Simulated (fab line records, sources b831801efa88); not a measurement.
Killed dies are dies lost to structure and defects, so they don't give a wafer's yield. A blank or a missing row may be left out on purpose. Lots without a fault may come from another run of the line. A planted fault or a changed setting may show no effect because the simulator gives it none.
fab line records | flow gf180mcu
record lots=5 wafers=15 last_day=33
route steps=602 shown TOP_METAL@576 PASSIVATION@587
lots that met no fault: from a run of the same line without faults
start_h: hours from the record's first day to the start of the lot's first wafer shown | wait_h: hours since the lot's step before | " the same as in the row above | L1.1+2: a row that stands for several wafers | - no value, or no start given | * or withheld: withheld | < > ~ a bound
route shown NAME@n: a module of which the file shows steps, and the number in the route of the first | usual: mean/standard deviation of fault-free wafers | same: alike in all rows | chamber/n: place in a boat | sites: the reading at each site | _std_site: their standard deviation | _edge_site: outer sites' mean less inner sites' | radius_mm: how far each site lies from the wafer's centre | mask NAME#n: copy n | behind: the tool/chamber that last shaped the wafer | hold: why the lot was held/for how many hours/how that ended | device: the transistor (n, p or np) that didn't switch | end of line: the same wafers' tests at the end of the route | a step without rows: its recipe alone | killed: dies lost to structure and defects at the first sort, not the wafer's yield | map: a wafer's dies, x killed, . not, _ none there
set.NAME: the setting as run; set.NAME@STEP: as run at that earlier step | model.NAME: the simulator's own value behind a step, which no gauge read
lots at some steps of the route; a table a step, a row a wafer
services: from which hour (start_h, from the record's first day; less than 0 if before it) a tool's chamber was out of use, for how many hours, and why
## steps
# step GF_TOP_METAL_COAT_09
# recipe resist=NOVOLAK spin_rpm=3000 resist_thk_nm=1500
# usual chill_plate_temp_C=23.00/0.11 dispense_pressure_kPa=46/4.5 resist_line_temp_C=23.00/0.11
# columns lot.wafer tool chamber start_h wait_h chill_plate_temp_C dispense_pressure_kPa resist_line_temp_C
L075.4 litho_track-04 0 643.45 0.1 23.10 43 23.11
L075.5 " 0 " " 23.20 43 23.12
L075.6 " 0 " " 22.96 43 22.92
L089.4 litho_track-02 0 744.76 0.1 23.16 43 22.96
L089.5 " 0 " " 23.05 43 22.89
L089.6 " 0 " " 23.16 43 22.82
L090.1 litho_track-04 0 757.67 0.1 23.10 43 22.76
L090.2 " 0 " " 23.06 43 22.96
L090.5 " 0 " " 23.16 43 22.96
L092.1 litho_track-01 0 768.14 0.1 23.15 53 23.05
L092.3 " 0 " " 22.85 53 23.03
L092.6 " 0 " " 22.89 53 22.93
L094.1 litho_track-01 0 773.19 0.1 22.97 53 22.89
L094.5 " 0 " " 23.18 53 22.86
L094.6 " 0 " " 22.92 53 22.79
# step GF_TOP_METAL_SOFTBAKE_10
# recipe temp_c=90 time_s=60 resist=NOVOLAK
# usual chill_plate_temp_C=22.99/0.099 resist_line_temp_C=23.00/0.11
# columns lot.wafer tool chamber start_h wait_h chill_plate_temp_C resist_line_temp_C
L075.4 litho_track-04 0 643.60 0.1 22.88 23.04
L075.5 " 0 " " 22.86 22.83
L075.6 " 0 " " 22.97 22.83
L089.4 litho_track-02 0 744.91 0.1 23.03 23.00
L089.5 " 0 " " 23.07 23.01
L089.6 " 0 " " 22.98 22.97
L090.1 litho_track-04 0 757.82 0.1 23.03 23.03
L090.2 " 0 " " 23.04 22.88
L090.5 " 0 " " 23.14 22.92
L092.1 litho_track-01 0 768.29 0.1 23.21 22.98
L092.3 " 0 " " 23.02 23.12
L092.6 " 0 " " 22.93 22.99
L094.1 litho_track-01 0 773.34 0.1 23.09 23.01
L094.5 " 0 " " 22.93 23.04
L094.6 " 0 " " 22.86 22.98
# step GF_TOP_METAL_EXPOSE_11
# recipe mask_id=MetalTop target_cd_nm=440 na=0.6 source_shape=conventional sigma_outer=0.6 dose_mj=170
# columns lot.wafer tool chamber start_h wait_h mask
L075.4+5+6 iline_stepper-01 0 - - MetalTop#0
L089.4+5+6 iline_stepper-01 0 - - MetalTop#0
L090.1+2+5 iline_stepper-02 0 - - MetalTop#0
L092.1+3+6 iline_stepper-01 0 - - MetalTop#0
L094.1+5+6 iline_stepper-02 0 - - MetalTop#0
# step GF_TOP_METAL_PEB_12
# recipe temp_c=withheld time_s=* resist=NOVOLAK
# usual chill_plate_temp_C=* resist_line_temp_C=*
# columns lot.wafer tool chamber start_h wait_h chill_plate_temp_C resist_line_temp_C
L075.4 litho_track-04 0 - - * *
L075.5 " 0 " " * *
L075.6 " 0 " " * *
L089.4 litho_track-01 0 - - * *
L089.5 " 0 " " * *
L089.6 " 0 " " * *
L090.1 litho_track-02 0 - - * *
L090.2 " 0 " " * *
L090.5 " 0 " " * *
L092.1 litho_track-04 0 - - * *
L092.3 " 0 " " * *
L092.6 " 0 " " * *
L094.1 litho_track-01 0 - - * *
L094.5 " 0 " " * *
L094.6 " 0 " " * *
# step GF_TOP_METAL_DEVELOP_13
# recipe develop_time_s=60 dev_temp_c=23
# usual chill_plate_temp_C=22.99/0.12 developer_temp_C=23.01/0.11 resist_line_temp_C=23.02/0.1
# columns lot.wafer tool chamber start_h wait_h chill_plate_temp_C developer_temp_C resist_line_temp_C
L075.4 litho_track-04 0 653.05 0.1 22.86 22.98 22.91
L075.5 " 0 " " 23.27 23.07 23.17
L075.6 " 0 " " 22.96 23.09 23.09
L089.4 litho_track-01 0 752.66 0.1 22.95 23.24 22.95
L089.5 " 0 " " 22.95 23.09 22.95
L089.6 " 0 " " 22.98 22.95 23.00
L090.1 litho_track-02 0 765.73 0.1 22.75 22.97 22.94
L090.2 " 0 " " 22.85 23.03 22.88
L090.5 " 0 " " 22.92 22.76 22.95
L092.1 litho_track-04 0 776.27 0.1 22.79 22.93 23.10
L092.3 " 0 " " 22.98 23.06 23.14
L092.6 " 0 " " 23.16 22.90 23.07
L094.1 litho_track-01 0 781.39 0.1 23.14 23.00 23.24
L094.5 " 0 " " 23.21 23.01 23.19
L094.6 " 0 " " 22.97 22.99 23.24
# step GF_TOP_METAL_CD_MEAS_14
# recipe target_cd_nm=440
# usual cd_nm=439.7/2.2
# columns lot.wafer tool chamber start_h wait_h cd_nm
L075.4 cd_sem-01 - 653.18 0.1 440.6
L075.5 " - " " 439.8
L075.6 " - " " 440.9
L089.4 cd_sem-01 - 752.80 0.1 433.1
L089.5 " - " " 434.7
L089.6 " - " " 434.1
L090.1 cd_sem-01 - 765.88 0.1 441.5
L090.2 " - " " 440.2
L090.5 " - " " 440.8
L092.1 cd_sem-02 - 776.42 0.1 437.9
L092.3 " - " " 438.8
L092.6 " - " " 439.4
L094.1 cd_sem-01 - 781.54 0.1 440.8
L094.5 " - " " 441.2
L094.6 " - " " 440.7
# step GF_TOP_METAL_OVL_MEAS_15
# usual TOP_METAL_OVL=1.2/1.5
# columns lot.wafer tool chamber start_h wait_h TOP_METAL_OVL[nm]
L075.4 overlay-02 - 653.26 0.1 -0.5
L075.5 " - " " 1.0
L075.6 " - " " 1.2
L089.4 overlay-02 - 752.87 0.1 4.3
L089.5 " - " " 3.1
L089.6 " - " " 4.1
L090.1 overlay-02 - 766.00 0.1 0.5
L090.2 " - " " 0.3
L090.5 " - " " 1.9
L092.1 overlay-02 - 776.54 0.1 -0.5
L092.3 " - " " -0.8
L092.6 " - " " 2.7
L094.1 overlay-01 - 781.66 0.1 0.9
L094.5 " - " " 2.6
L094.6 " - " " -0.2
# step GF_TOP_METAL_METAL_ETCH_16
# recipe chemistry=Cl2/BCl3 mask_material=NOVOLAK target_depth_nm=1077.5 stop_on=SiO2 pressure_mtorr=8 icp_w=800 bias_w=140 Cl2_flow_sccm=80 bcl3_flow_sccm=40 time_s=179.6
# usual chamber_pressure_mTorr=8.000/0.0076 drypump_motor_current_A=5.9/0.34 he_backside_leak_sccm=3.2/0.35 oes_product_au=0.964/0.0074 throttle_valve_pct=28.259/0.012
# columns lot.wafer tool chamber start_h wait_h chamber_pressure_mTorr drypump_motor_current_A he_backside_leak_sccm oes_product_au rf_hours_counter_h throttle_valve_pct
L075.4 rie_metal-01 1 653.34 0.1 8.001 5.9 3.1 0.967 - 28.267
L075.5 " 0 " " 7.999 5.5 3.5 0.947 - 28.284
L075.6 " 1 " " 7.986 5.9 3.2 0.955 - 28.260
L089.4 rie_metal-04 1 752.95 0.1 8.007 6.5 3.2 0.973 - 28.248
L089.5 " 1 " " 7.995 6.6 3.3 0.968 - 28.261
L089.6 " 0 " " 8.001 5.6 3.2 0.961 - 28.258
L090.1 rie_metal-02 1 766.04 0.0 7.995 5.8 3.0 0.967 2 28.256
L090.2 " 0 " " 8.002 5.8 3.3 0.963 6 28.244
L090.5 " 1 " " 7.997 5.8 3.0 0.962 - 28.248
L092.1 rie_metal-04 1 776.58 0.0 8.011 6.6 3.4 0.964 12 28.239
L092.3 " 0 " " 7.996 5.6 3.1 0.959 - 28.251
L092.6 " 1 " " 8.008 6.6 3.4 0.972 - 28.248
L094.1 rie_metal-02 1 781.69 0.0 7.994 5.8 3.1 0.977 3 28.251
L094.5 " 0 " " 8.007 5.8 3.2 0.965 - 28.269
L094.6 " 1 " " 8.002 5.8 4.3 0.961 - 28.252
# step GF_TOP_METAL_STRIP_17
# recipe chemistry=O2/N2 power_w=1400 pressure_mtorr=1500 platen_temp_c=250 o2_flow_sccm=3000 n2_flow_sccm=300 overash_fraction=0.5
# usual chamber_pressure_mTorr=1500/5.1 drypump_motor_current_A=5.3/0.46 heater_power_w=345/25 oes_product_au=0.711/0.004 platen_temp_c=249.98/0.19 strip_time_to_endpoint_s=13.48/0.096
# columns lot.wafer tool chamber start_h wait_h chamber_pressure_mTorr drypump_motor_current_A heater_power_w oes_product_au platen_temp_c rf_hours_counter_h strip_time_to_endpoint_s
L075.4 plasma_asher-01 0 653.49 0.1 1499 4.9 341 0.707 250.01 - 13.65
L075.5 " 1 " " 1499 6.1 353 0.713 249.72 - 13.56
L075.6 " 0 " " 1500 4.9 342 0.716 249.84 - 13.60
L089.4 plasma_asher-02 1 753.10 0.1 1500 5.1 308 0.713 250.10 - 13.45
L089.5 " 0 " " 1500 5.6 330 0.708 249.94 - 13.49
L089.6 " 1 " " 1499 5.1 310 0.716 249.99 - 13.40
L090.1 plasma_asher-02 1 766.21 0.1 1498 5.1 314 0.712 249.94 39 13.54
L090.2 " 0 " " 1498 5.6 334 0.714 249.90 39 13.58
L090.5 " 0 " " 1498 5.6 334 0.707 249.72 - 13.47
L092.1 plasma_asher-03 0 776.75 0.1 1499 5.0 342 0.711 249.79 4 13.46
L092.3 " 1 " " 1500 5.1 389 0.713 250.43 - 13.43
L092.6 " 1 " " 1497 5.1 397 0.700 250.16 - 13.48
L094.1 plasma_asher-03 1 781.87 0.1 1502 5.1 401 0.712 250.43 5 13.35
L094.5 " 1 " " 1501 5.1 389 0.711 250.34 - 13.42
L094.6 " 0 " " 1501 5.0 341 0.706 249.92 - 13.26
# step GF_TOP_METAL_STRIP_18
# recipe chemistry=post_etch_residue_remover time_s=1200 temp_c=72.5
# usual bath_guard_temp_C=72.6/0.59
# columns lot.wafer tool chamber start_h wait_h bath_guard_temp_C
L075.4 wet_bench-02 0 653.55 0.0 73.0
L075.5 " 0 " " 73.4
L075.6 " 0 " " 73.4
L089.4 wet_bench-01 2 753.17 0.0 72.2
L089.5 " 2 " " 72.9
L089.6 " 2 " " 72.5
L090.1 wet_bench-01 0 766.31 0.1 72.4
L090.2 " 0 " " 72.3
L090.5 " 0 " " 72.1
L092.1 wet_bench-01 1 776.85 0.1 72.0
L092.3 " 1 " " 72.5
L092.6 " 1 " " 72.2
L094.1 wet_bench-01 1 781.97 0.1 72.6
L094.5 " 1 " " 72.3
L094.6 " 1 " " 72.1
# step GF_TOP_METAL_CLEAN_19
# recipe chemistry=DIW dry=n2_spin
# columns lot.wafer tool chamber start_h wait_h
L075.4+5+6 wet_bench-03 3 653.89 0.0
L089.4+5+6 wet_bench-03 3 753.51 0.0
L090.1+2+5 wet_bench-02 2 766.66 0.0
L092.1+3+6 wet_bench-03 2 777.19 0.0
L094.1+5+6 wet_bench-03 2 782.31 0.0
# step GF_PASSIVATION_CVD_00
# recipe material=SiO2 target_thk_nm=1000 precursor=TEOS temp_c=400 time_s=111.95 rf_w=600
# usual heater_power_w=720/98
# columns lot.wafer tool chamber start_h wait_h heater_power_w
L075.4 pecvd-01 2 654.03 0.0 731
L075.5 " 1 " " 700
L075.6 " 0 " " 904
L089.4 pecvd-02 0 753.64 0.0 612
L089.5 " 2 " " 660
L089.6 " 1 " " 732
L090.1 pecvd-01 0 766.75 0.0 753
L090.2 " 1 " " 602
L090.5 " 0 " " 841
L092.1 pecvd-03 0 777.29 0.0 614
L092.3 " 1 " " 534
L092.6 " 1 " " 605
L094.1 pecvd-01 0 782.40 0.0 901
L094.5 " 1 " " 709
L094.6 " 2 " " 759
# step GF_PASSIVATION_THK_MEAS_01
# recipe reads=SiO2_of_PASSIVATION_CVD_00
# usual PASSIVATION_CVD_00_THK=997/16
# columns lot.wafer tool chamber start_h wait_h PASSIVATION_CVD_00_THK[nm]
L075.4 film_metro-03 - 654.10 0.0 1030
L075.5 " - " " 1029
L075.6 " - " " 1012
L089.4 film_metro-03 - 753.71 0.0 1016
L089.5 " - " " 1009
L089.6 " - " " 998
L090.1 film_metro-02 - 766.83 0.0 981
L090.2 " - " " 986
L090.5 " - " " 1002
L092.1 film_metro-04 - 777.36 0.0 976
L092.3 " - " " 974
L092.6 " - " " 989
L094.1 film_metro-02 - 782.48 0.0 979
L094.5 " - " " 992
L094.6 " - " " 1007
# step GF_PASSIVATION_CVD_02
# recipe material=Si3N4 target_thk_nm=700 time_s=486.18 temp_c=400 rf_w=450
# usual heater_power_w=780/92
# columns lot.wafer tool chamber start_h wait_h heater_power_w
L075.4 pecvd-03 1 654.27 0.2 671
L075.5 " 2 " " 637
L075.6 " 1 " " 714
L089.4 pecvd-01 0 753.88 0.2 957
L089.5 " 1 " " 709
L089.6 " 2 " " 785
L090.1 pecvd-03 1 766.89 0.1 642
L090.2 " 2 " " 807
L090.5 " 2 " " 708
L092.1 pecvd-02 0 777.42 0.1 745
L092.3 " 1 " " 927
L092.6 " 0 " " 792
L094.1 pecvd-02 0 782.54 0.1 829
L094.5 " 2 " " 863
L094.6 " 1 " " 934
# step GF_PASSIVATION_THK_MEAS_03
# recipe reads=Si3N4_of_PASSIVATION_CVD_02
# usual PASSIVATION_CVD_02_THK=702/9.4
# columns lot.wafer tool chamber start_h wait_h PASSIVATION_CVD_02_THK[nm]
L075.4 film_metro-02 - 654.59 0.2 714
L075.5 " - " " 719
L075.6 " - " " 709
L089.4 film_metro-02 - 754.06 0.0 715
L089.5 " - " " 714
L089.6 " - " " 698
L090.1 film_metro-04 - 767.32 0.3 687
L090.2 " - " " 697
L090.5 " - " " 705
L092.1 film_metro-04 - 777.71 0.1 701
L092.3 " - " " 708
L092.6 " - " " 713
L094.1 film_metro-03 - 782.83 0.1 693
L094.5 " - " " 714
L094.6 " - " " 713
# step GF_PASSIVATION_DEHYDRATE_04
# recipe temp_c=200 time_s=60
# usual chill_plate_temp_C=22.99/0.11 resist_line_temp_C=22.98/0.096
# columns lot.wafer tool chamber start_h wait_h chill_plate_temp_C resist_line_temp_C
L075.4 litho_track-01 0 664.16 9.6 23.01 23.19
L075.5 " 0 " " 23.08 23.13
L075.6 " 0 " " 22.98 23.07
L089.4 litho_track-03 0 761.91 7.8 23.02 22.94
L089.5 " 0 " " 22.99 23.01
L089.6 " 0 " " 23.02 23.09
L090.1 litho_track-03 0 775.13 7.8 22.91 22.85
L090.2 " 0 " " 23.00 22.78
L090.5 " 0 " " 23.03 22.82
L092.1 litho_track-04 0 784.77 7.1 23.27 23.05
L092.3 " 0 " " 23.05 23.11
L092.6 " 0 " " 23.21 23.13
L094.1 litho_track-01 0 789.79 7.0 22.89 22.91
L094.5 " 0 " " 22.97 22.95
L094.6 " 0 " " 22.86 22.81
# step GF_PASSIVATION_HMDS_05
# recipe prime_time_s=60 prime_temp_c=120
# usual chill_plate_temp_C=22.99/0.093 resist_line_temp_C=23.00/0.12
# columns lot.wafer tool chamber start_h wait_h chill_plate_temp_C resist_line_temp_C
L075.4 litho_track-01 0 664.31 0.1 23.06 22.98
L075.5 " 0 " " 22.95 22.94
L075.6 " 0 " " 22.95 22.93
L089.4 litho_track-03 0 762.06 0.1 23.01 22.89
L089.5 " 0 " " 22.87 23.00
L089.6 " 0 " " 23.01 22.99
L090.1 litho_track-03 0 775.28 0.1 22.82 22.84
L090.2 " 0 " " 23.09 23.03
L090.5 " 0 " " 23.04 23.10
L092.1 litho_track-04 0 784.92 0.1 23.09 22.98
L092.3 " 0 " " 23.15 23.15
L092.6 " 0 " " 22.97 23.14
L094.1 litho_track-01 0 789.94 0.1 23.00 22.90
L094.5 " 0 " " 23.11 22.90
L094.6 " 0 " " 22.95 22.97
# step GF_PASSIVATION_COAT_06
# recipe spin_rpm=2000 resist_thk_nm=4000
# usual chill_plate_temp_C=22.98/0.1 dispense_pressure_kPa=48/3.9 resist_line_temp_C=22.98/0.1
# columns lot.wafer tool chamber start_h wait_h chill_plate_temp_C dispense_pressure_kPa resist_line_temp_C
L075.4 litho_track-01 0 664.46 0.1 23.07 53 23.01
L075.5 " 0 " " 22.95 53 22.97
L075.6 " 0 " " 23.07 53 22.93
L089.4 litho_track-03 0 762.21 0.1 23.03 46 22.79
L089.5 " 0 " " 23.04 46 22.90
L089.6 " 0 " " 22.96 46 22.81
L090.1 litho_track-03 0 775.43 0.1 23.08 46 22.97
L090.2 " 0 " " 23.06 46 22.77
L090.5 " 0 " " 23.18 46 22.90
L092.1 litho_track-04 0 785.07 0.1 22.98 43 23.03
L092.3 " 0 " " 23.03 43 22.69
L092.6 " 0 " " 23.31 43 23.11
L094.1 litho_track-01 0 790.09 0.1 23.07 53 22.91
L094.5 " 0 " " 22.96 53 22.96
L094.6 " 0 " " 22.85 53 22.95
# step GF_PASSIVATION_SOFTBAKE_07
# recipe temp_c=110 time_s=withheld
# usual chill_plate_temp_C=22.98/0.11 resist_line_temp_C=23.01/0.099
# columns lot.wafer tool chamber start_h wait_h chill_plate_temp_C resist_line_temp_C
L075.4 litho_track-01 0 664.64 0.1 23.14 22.85
L075.5 " 0 " " 23.02 22.98
L075.6 " 0 " " 22.90 22.92
L089.4 litho_track-03 0 762.38 0.1 22.85 23.02
L089.5 " 0 " " 23.04 22.91
L089.6 " 0 " " 23.13 23.09
L090.1 litho_track-03 0 775.58 0.1 23.01 23.29
L090.2 " 0 " " 22.99 23.11
L090.5 " 0 " " 22.89 23.17
L092.1 litho_track-04 0 785.22 0.1 23.15 22.89
L092.3 " 0 " " 23.09 22.99
L092.6 " 0 " " 22.92 22.92
L094.1 litho_track-01 0 790.24 0.1 22.93 22.97
L094.5 " 0 " " 23.04 23.09
L094.6 " 0 " " 22.96 22.93
# step GF_PASSIVATION_EXPOSE_08
# recipe mask_id=Pad target_cd_nm=40000 na=0.57 dose_mj=310
# columns lot.wafer tool chamber start_h wait_h mask
L075.4+5+6 iline_stepper-02 0 - - Pad#0
L089.4+5+6 iline_stepper-01 0 - - Pad#0
L090.1+2+5 iline_stepper-02 0 - - Pad#0
L092.1+3+6 iline_stepper-01 0 - - Pad#0
L094.1+5+6 iline_stepper-02 0 - - Pad#0
# step GF_PASSIVATION_PEB_09
# recipe temp_c=115 time_s=withheld
# usual chill_plate_temp_C=23.00/0.11 resist_line_temp_C=23.00/0.098
# columns lot.wafer tool chamber start_h wait_h chill_plate_temp_C resist_line_temp_C
L075.4 litho_track-04 0 - - 23.16 23.03
L075.5 " 0 " " 23.26 23.24
L075.6 " 0 " " 23.09 23.01
L089.4 litho_track-03 0 - - 23.12 22.88
L089.5 " 0 " " 23.01 22.91
L089.6 " 0 " " 23.05 22.88
L090.1 litho_track-04 0 - - 23.02 22.81
L090.2 " 0 " " 22.95 23.00
L090.5 " 0 " " 22.95 22.81
L092.1 litho_track-03 0 - - 22.95 23.04
L092.3 " 0 " " 23.08 23.04
L092.6 " 0 " " 22.99 23.01
L094.1 litho_track-01 0 - - 22.96 22.94
L094.5 " 0 " " 23.02 22.99
L094.6 " 0 " " 22.91 23.01
# step GF_PASSIVATION_DEVELOP_10
# recipe develop_time_s=60 dev_temp_c=23
# usual chill_plate_temp_C=23.00/0.1 developer_temp_C=23.00/0.11 resist_line_temp_C=23.01/0.11
# columns lot.wafer tool chamber start_h wait_h chill_plate_temp_C developer_temp_C resist_line_temp_C
L075.4 litho_track-04 0 - - 23.07 23.06 23.16
L075.5 " 0 " " 22.83 23.11 22.91
L075.6 " 0 " " 22.88 23.04 23.04
L089.4 litho_track-03 0 - - 22.91 22.84 22.94
L089.5 " 0 " " 22.90 22.94 22.86
L089.6 " 0 " " 22.97 22.88 22.89
L090.1 litho_track-04 0 - - 23.02 23.09 23.02
L090.2 " 0 " " 23.15 23.12 22.95
L090.5 " 0 " " 22.99 23.04 23.03
L092.1 litho_track-03 0 - - 22.95 23.08 22.85
L092.3 " 0 " " 23.02 22.92 23.04
L092.6 " 0 " " 22.96 23.04 22.89
L094.1 litho_track-01 0 - - 22.97 23.02 22.83
L094.5 " 0 " " 22.89 23.01 22.90
L094.6 " 0 " " 22.78 22.99 23.11
# step GF_PASSIVATION_ETCH_11
# recipe chemistry=CF4/O2 target_depth_nm=1800 stop_on=TiN source_w=800 bias_w=150 pressure_mtorr=150 cf4_flow_sccm=80 O2_flow_sccm=10 time_s=400
# usual chamber_pressure_mTorr=149.99/0.14 drypump_motor_current_A=5.7/0.53 oes_product_au=0.963/0.0084 throttle_valve_pct=5.960/0.0084
# columns lot.wafer tool chamber start_h wait_h chamber_pressure_mTorr drypump_motor_current_A oes_product_au rf_hours_counter_h throttle_valve_pct
L075.4 rie_diel-04 2 674.44 - 149.81 6.7 0.981 - 5.974
L075.5 " 1 " " 150.11 6.0 0.979 - 5.965
L075.6 " 0 " " 149.99 5.7 0.970 - 5.951
L089.4 rie_diel-02 0 770.18 - 150.02 5.3 0.976 19 5.963
L089.5 " 3 " " 149.83 5.4 0.970 - 5.955
L089.6 " 2 " " 150.09 6.2 0.957 - 5.965
L090.1 rie_diel-02 2 783.52 - 149.77 6.2 0.949 27 5.959
L090.2 " 1 " " 150.26 4.7 0.959 3 5.948
L090.5 " 1 " " 150.07 4.7 0.963 - 5.965
L092.1 rie_diel-01 3 793.03 - 150.18 5.3 0.947 29 5.950
L092.3 " 2 " " 150.09 5.4 0.962 3 5.960
L092.6 " 3 " " 149.73 5.4 0.966 - 5.954
L094.1 rie_diel-04 3 797.64 - 150.14 6.0 0.950 5 5.959
L094.5 " 0 " " 150.06 5.7 0.963 - 5.966
L094.6 " 3 " " 150.19 6.0 0.975 - 5.971
# step GF_PASSIVATION_STRIP_12
# recipe chemistry=O2/N2 power_w=1400 pressure_mtorr=1500 platen_temp_c=250 o2_flow_sccm=3000 n2_flow_sccm=300 overash_fraction=0.5
# usual chamber_pressure_mTorr=1499.9/1.3 drypump_motor_current_A=5.6/0.65 heater_power_w=326/25 oes_product_au=0.719/0.0045 platen_temp_c=249.98/0.18 strip_time_to_endpoint_s=34.82/0.29
# columns lot.wafer tool chamber start_h wait_h chamber_pressure_mTorr drypump_motor_current_A heater_power_w oes_product_au platen_temp_c rf_hours_counter_h strip_time_to_endpoint_s
L075.4 plasma_asher-04 1 674.59 0.0 1501.2 6.5 340 0.720 250.07 - 34.52
L075.5 " 1 " " 1500.5 6.5 333 0.714 250.10 - 34.42
L075.6 " 0 " " 1499.4 5.0 286 0.727 250.00 - 35.19
L089.4 plasma_asher-04 0 770.46 0.2 1500.6 5.0 281 0.722 250.08 - 35.05
L089.5 " 0 " " 1499.1 5.0 284 0.719 250.39 - 35.20
L089.6 " 1 " " 1500.2 6.5 333 0.719 250.29 - 34.66
L090.1 plasma_asher-01 1 783.76 0.1 1498.9 6.1 351 0.719 249.94 74 35.08
L090.2 " 0 " " 1500.4 4.9 337 0.720 250.19 74 35.09
L090.5 " 0 " " 1498.5 4.9 341 0.720 250.00 - 35.22
L092.1 plasma_asher-04 0 793.27 0.1 1501.3 5.0 280 0.721 249.84 91 34.81
L092.3 " 1 " " 1500.1 6.5 336 0.717 250.06 - 35.18
L092.6 " 1 " " 1498.9 6.5 347 0.713 249.72 - 34.88
L094.1 plasma_asher-04 1 797.87 0.1 1499.3 6.5 334 0.718 249.80 91 34.40
L094.5 " 0 " " 1500.7 5.0 283 0.716 250.26 - 34.44
L094.6 " 1 " " 1497.9 6.5 340 0.712 250.07 - 34.45
# step GF_PASSIVATION_ANNEAL_13
# recipe temp_c=400 time_s=1800 ambient=N2/H2 idle_temp_c=300 ramp_up_c_per_min=10 ramp_down_c_per_min=3
# columns lot.wafer tool chamber start_h wait_h
L075.4+5+6 furnace-01 0 674.66 0.0
L089.4+5+6 furnace-01 0 770.52 0.0
L090.1+2+5 furnace-02 0 783.86 0.1
L092.1+3+6 furnace-01 0 793.37 0.1
L094.1+5+6 furnace-02 0 797.97 0.1
# step GF_PASSIVATION_BOW_MEAS_14
# recipe mode=bow
# usual PASSIVATION_BOW=136/9.3
# columns lot.wafer tool chamber start_h wait_h PASSIVATION_BOW[um]
L075.4 film_metro-03 - 676.22 0.1 137
L075.5 " - " " 137
L075.6 " - " " 135
L089.4 film_metro-02 - 772.08 0.1 145
L089.5 " - " " 148
L089.6 " - " " 139
L090.1 film_metro-03 - 785.36 0.0 148
L090.2 " - " " 140
L090.5 " - " " 146
L092.1 film_metro-03 - 794.87 0.0 134
L092.3 " - " " 143
L092.6 " - " " 142
L094.1 film_metro-02 - 799.47 0.0 146
L094.5 " - " " 150
L094.6 " - " " 146
## services
# columns tool chamber start_h hours kind
rie_metal-04 0 634.19 2.1 repair
pecvd-02 1 649.18 18.3 repair
iline_stepper-01 - 672.31 1.7 pm
iline_stepper-02 - 678.18 28.3 repair
rie_metal-04 0 684.36 22.2 repair
rie_metal-02 1 687.79 15.0 repair
rie_diel-02 0 692.13 6.8 repair
plasma_asher-04 - 692.81 6.7 repair
rie_metal-04 - 697.30 1.0 repair
pecvd-02 - 699.95 6.0 pm
rie_metal-04 1 703.09 1.1 repair
furnace-02 - 705.25 5.2 pm
furnace-02 - 712.05 3.7 pm
pecvd-01 1 732.46 2.1 repair
furnace-01 - 735.22 4.1 pm
pecvd-02 - 738.70 2.8 pm
iline_stepper-02 - 744.83 1.7 pm
pecvd-03 0 750.47 24.8 repair
plasma_asher-04 - 753.79 9.4 repair
furnace-01 - 783.74 3.8 pm
pecvd-02 - 784.57 0.7 repair
pecvd-03 - 788.47 1.0 repair
iline_stepper-02 - 794.20 2.9 repair
wet_bench-03 - 795.38 1.9 pm
## key
fault none
